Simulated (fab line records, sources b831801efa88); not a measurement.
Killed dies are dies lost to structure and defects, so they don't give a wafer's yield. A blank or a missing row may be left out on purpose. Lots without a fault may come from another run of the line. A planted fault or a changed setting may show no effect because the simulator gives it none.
fab line records | flow sky130 | part 2 of 2: steps 30 to 37 of 37
record lots=5 wafers=15 last_day=50
route steps=708 shown VIA4@645 METAL5@661 PASSIVATION@681
lots that met no fault: from a run of the same line without faults
start_h: hours from the record's first day to the start of the lot's first wafer shown | wait_h: hours since the lot's step before | " the same as in the row above | L1.1+2: a row that stands for several wafers | - no value, or no start given | * or withheld: withheld | < > ~ a bound
route shown NAME@n: a module of which the file shows steps, and the number in the route of the first | usual: mean/standard deviation of fault-free wafers | same: alike in all rows | chamber/n: place in a boat | sites: the reading at each site | _std_site: their standard deviation | _edge_site: outer sites' mean less inner sites' | radius_mm: how far each site lies from the wafer's centre | mask NAME#n: copy n | behind: the tool/chamber that last shaped the wafer | hold: why the lot was held/for how many hours/how that ended | device: the transistor (n, p or np) that didn't switch | end of line: the same wafers' tests at the end of the route | a step without rows: its recipe alone | killed: dies lost to structure and defects at the first sort, not the wafer's yield | map: a wafer's dies, x killed, . not, _ none there
set.NAME: the setting as run; set.NAME@STEP: as run at that earlier step | model.NAME: the simulator's own value behind a step, which no gauge read
lots at some steps of the route; a table a step, a row a wafer
services: from which hour (start_h, from the record's first day; less than 0 if before it) a tool's chamber was out of use, for how many hours, and why
## steps
# step SKY_METAL5_DEVELOP_13
# recipe resist=NOVOLAK developer=TMAH develop_time_s=60 dev_temp_c=23
# usual developer_temp_C=22.99/0.099
# columns lot.wafer tool chamber start_h wait_h developer_temp_C
L077.1 litho_track-01 0 1048.98 0.1 22.88
L077.2 " 0 " " 22.94
L077.3 " 0 " " 22.90
L078.1 litho_track-04 0 1055.66 0.1 23.07
L078.2 " 0 " " 23.06
L078.3 " 0 " " 23.01
L085.1 litho_track-04 0 1098.51 0.1 23.00
L085.3 " 0 " " 22.87
L085.5 " 0 " " 22.81
L092.2 litho_track-04 0 1137.08 0.1 23.16
L092.3 " 0 " " 23.10
L092.5 " 0 " " 23.02
L096.1 litho_track-01 0 1163.93 0.1 22.90
L096.3 " 0 " " 23.06
L096.4 " 0 " " 22.91
# step SKY_METAL5_DESCUM_14
# recipe chemistry=O2 source_power_w=150 bias_power_w=0 pressure_mtorr=10 temp_c=40 time_s=11
# usual drypump_motor_current_A=5.8/0.4 oes_product_au=0.998/0.01 temp_c=39.99/0.1
# columns lot.wafer tool chamber start_h wait_h drypump_motor_current_A oes_product_au rf_hours_counter_h temp_c
L077.1 rie_metal-02 0 1049.13 0.1 5.7 0.996 17 40.03
L077.2 " 1 " " 5.8 0.998 21 40.04
L077.3 " 1 " " 5.8 0.985 - 40.04
L078.1 rie_metal-02 1 1055.81 0.1 5.8 0.982 21 39.91
L078.2 " 0 " " 5.6 0.996 18 39.97
L078.3 " 0 " " 5.6 0.998 - 39.93
L085.1 rie_metal-03 0 1098.66 0.1 5.8 1.000 12 40.08
L085.3 " 0 " " 5.8 1.000 - 40.06
L085.5 " 0 " " 5.8 1.005 - 40.07
L092.2 rie_metal-03 1 1137.21 0.1 6.3 0.996 18 39.85
L092.3 " 1 " " 6.3 0.996 - 39.93
L092.5 " 0 " " 5.8 1.013 - 39.95
L096.1 rie_metal-02 0 1164.08 0.1 5.6 0.999 26 39.95
L096.3 " 0 " " 5.6 1.014 - 39.87
L096.4 " 0 " " 5.7 1.008 - 39.96
# step SKY_METAL5_METAL_ETCH_15
# recipe target_depth_a=12600 stop_on=SiO2 over_etch_frac=0.2 time_s=264.4 chemistry=Cl2/BCl3 resist_sidewall_deg=86 pressure_mtorr=10 icp_w=900 bias_w=48.5 Cl2_flow_sccm=60 bcl3_flow_sccm=30
# usual drypump_motor_current_A=5.8/0.41 oes_product_au=0.891/0.0074 throttle_valve_pct=22.264/0.0096
# columns lot.wafer tool chamber start_h wait_h drypump_motor_current_A oes_product_au rf_hours_counter_h throttle_valve_pct
L077.1 rie_metal-02 0 1049.17 0.0 5.7 0.891 17 22.260
L077.2 " 1 " " 5.8 0.893 21 22.286
L077.3 " 1 " " 5.8 0.900 - 22.263
L078.1 rie_metal-02 1 1055.85 0.0 5.8 0.870 21 22.248
L078.2 " 0 " " 5.6 0.866 18 22.270
L078.3 " 0 " " 5.7 0.867 - 22.254
L085.1 rie_metal-03 0 1098.69 0.0 5.7 0.891 12 22.256
L085.3 " 0 " " 5.7 0.897 - 22.259
L085.5 " 0 " " 5.8 0.896 - 22.269
L092.2 rie_metal-03 1 1137.24 0.0 6.3 0.885 18 22.264
L092.3 " 1 " " 6.3 0.898 - 22.258
L092.5 " 0 " " 5.8 0.882 - 22.270
L096.1 rie_metal-02 0 1164.15 0.1 5.7 0.906 26 22.273
L096.3 " 0 " " 5.6 0.896 - 22.269
L096.4 " 0 " " 5.6 0.885 - 22.261
# step SKY_METAL5_STRIP_16
# recipe chemistry=O2/N2 power_w=1400 pressure_mtorr=1500 platen_temp_c=withheld o2_flow_sccm=3000 n2_flow_sccm=300 overash_fraction=0.5
# usual drypump_motor_current_A=5.58/0.27 oes_product_au=0.711/0.0043 strip_time_to_endpoint_s=12.70/0.13
# columns lot.wafer tool chamber start_h wait_h drypump_motor_current_A oes_product_au rf_hours_counter_h strip_time_to_endpoint_s
L077.1 plasma_asher-03 0 1049.40 0.2 5.48 0.704 88 12.65
L077.2 " 1 " " 5.61 0.714 88 12.80
L077.3 " 0 " " 5.47 0.716 - 12.77
L078.1 plasma_asher-03 1 1056.16 0.2 5.59 0.711 89 12.96
L078.2 " 0 " " 5.51 0.709 89 12.76
L078.3 " 1 " " 5.58 0.713 - 12.69
L085.1 plasma_asher-03 1 1098.93 0.2 5.56 0.713 94 12.72
L085.3 " 1 " " 5.56 0.714 - 12.75
L085.5 " 0 " " 5.51 0.707 - 12.84
L092.2 plasma_asher-02 0 1137.48 0.2 6.01 0.709 7 12.83
L092.3 " 1 " " 5.74 0.713 - 12.79
L092.5 " 1 " " 5.72 0.706 - 12.62
L096.1 plasma_asher-04 1 1164.62 0.4 5.13 0.707 39 12.59
L096.3 " 1 " " 5.14 0.709 - 12.73
L096.4 " 0 " " 5.56 0.715 - 12.71
# step SKY_METAL5_STRIP_17
# recipe chemistry=post_etch_residue_remover time_s=1200 temp_c=72.5
# usual bath_guard_temp_C=72.8/0.67 bath_heat_duty_pct=15.1/1.4 temp_c=72.50/0.12
# columns lot.wafer tool chamber start_h wait_h bath_guard_temp_C bath_heat_duty_pct temp_c
L077.1 wet_bench-02 2 1049.50 0.1 72.0 12.9 72.46
L077.2 " 2 " " 72.0 14.3 72.69
L077.3 " 2 " " 72.0 13.1 72.48
L078.1 wet_bench-01 0 1056.26 0.1 72.2 15.5 72.52
L078.2 " 0 " " 72.0 16.2 72.36
L078.3 " 0 " " 71.8 14.5 72.61
L085.1 wet_bench-01 1 1099.03 0.1 72.5 16.1 72.42
L085.3 " 1 " " 72.4 15.0 72.26
L085.5 " 1 " " 71.8 14.5 72.41
L092.2 wet_bench-02 2 1137.64 0.1 71.8 12.0 72.55
L092.3 " 2 " " 72.2 12.4 72.58
L092.5 " 2 " " 71.8 12.3 72.67
L096.1 wet_bench-01 3 1164.72 0.1 72.9 15.8 72.49
L096.3 " 3 " " 72.8 14.8 72.49
L096.4 " 3 " " 72.6 15.5 72.36
# step SKY_METAL5_CLEAN_18
# recipe chemistry=IPA time_s=180 temp_c=25
# usual bath_heat_duty_pct=6.6/0.64 temp_c=24.98/0.1
# columns lot.wafer tool chamber start_h wait_h bath_heat_duty_pct temp_c
L077.1 wet_bench-01 1 1049.84 0.0 7.0 25.06
L077.2 " 1 " " 6.1 24.84
L077.3 " 1 " " 5.8 24.85
L078.1 wet_bench-02 0 1056.61 0.0 7.0 25.13
L078.2 " 0 " " 6.8 24.99
L078.3 " 0 " " 7.4 25.08
L085.1 wet_bench-02 0 1099.37 0.0 7.1 25.01
L085.3 " 0 " " 7.3 25.12
L085.5 " 0 " " 6.3 25.06
L092.2 wet_bench-02 3 1137.98 0.0 5.9 25.03
L092.3 " 3 " " 6.0 25.10
L092.5 " 3 " " 6.1 24.83
L096.1 wet_bench-01 2 1165.13 0.0 6.3 25.17
L096.3 " 2 " " 6.8 25.06
L096.4 " 2 " " 6.2 24.94
# step SKY_METAL5_CLEAN_19
# recipe chemistry=O3/DIW dry=n2_spin
# columns lot.wafer tool chamber start_h wait_h
L077.1+2+3 wet_bench-02 0 1049.90 0.0
L078.1+2+3 wet_bench-01 1 1056.66 0.0
L085.1+3+5 wet_bench-01 1 1099.43 0.0
L092.2+3+5 wet_bench-02 0 1138.04 0.0
L096.1+3+4 wet_bench-01 2 1165.20 0.0
# step SKY_PASSIVATION_CVD_00
# recipe material=SiO2 target_thk_nm=90 temp_c=400 time_s=withheld rf_w=600
# usual heater_power_w=657/90
# columns lot.wafer tool chamber start_h wait_h heater_power_w
L077.1 pecvd-01 0 1049.99 0.0 645
L077.2 " 2 " " 737
L077.3 " 1 " " 605
L078.1 pecvd-04 2 1056.76 0.0 549
L078.2 " 0 " " 729
L078.3 " 1 " " 521
L085.1 pecvd-01 1 1099.52 0.0 570
L085.3 " 0 " " 690
L085.5 " 0 " " 686
L092.2 pecvd-04 2 1138.13 0.0 615
L092.3 " 0 " " 630
L092.5 " 0 " " 626
L096.1 pecvd-02 2 1165.31 0.0 842
L096.3 " 1 " " 597
L096.4 " 2 " " 813
## services
# columns tool chamber start_h hours kind
cvd_w-01 - 990.96 6.9 pm
plasma_asher-03 - 993.62 0.8 repair
pvd_sputter-01 - 995.90 0.6 repair
cvd_w-02 - 999.65 14.6 pm
pvd_sputter-02 - 999.87 5.3 repair
plasma_asher-04 - 1005.88 1.0 repair
pecvd-01 2 1009.11 5.3 repair
wet_bench-01 - 1012.13 1.9 repair
cmp-01 - 1024.50 0.7 repair
iline_stepper-01 - 1028.57 0.7 repair
plasma_asher-03 - 1035.67 2.9 repair
cmp-01 - 1043.43 3.4 repair
pvd_sputter-01 - 1082.31 2.5 repair
iline_stepper-01 - 1090.91 1.7 pm
cmp-01 - 1093.57 5.2 pm
pvd_sputter-01 - 1108.10 0.7 repair
rie_metal-02 - 1109.75 1.4 pm
plasma_asher-01 - 1134.65 2.8 pm
cmp-01 - 1134.70 0.9 repair
rie_metal-02 - 1134.71 14.6 pm
wet_bench-01 - 1138.91 1.7 repair
cmp-01 - 1144.99 4.0 pm
wet_bench-02 - 1148.76 1.9 pm
rie_metal-03 1 1161.72 15.3 repair
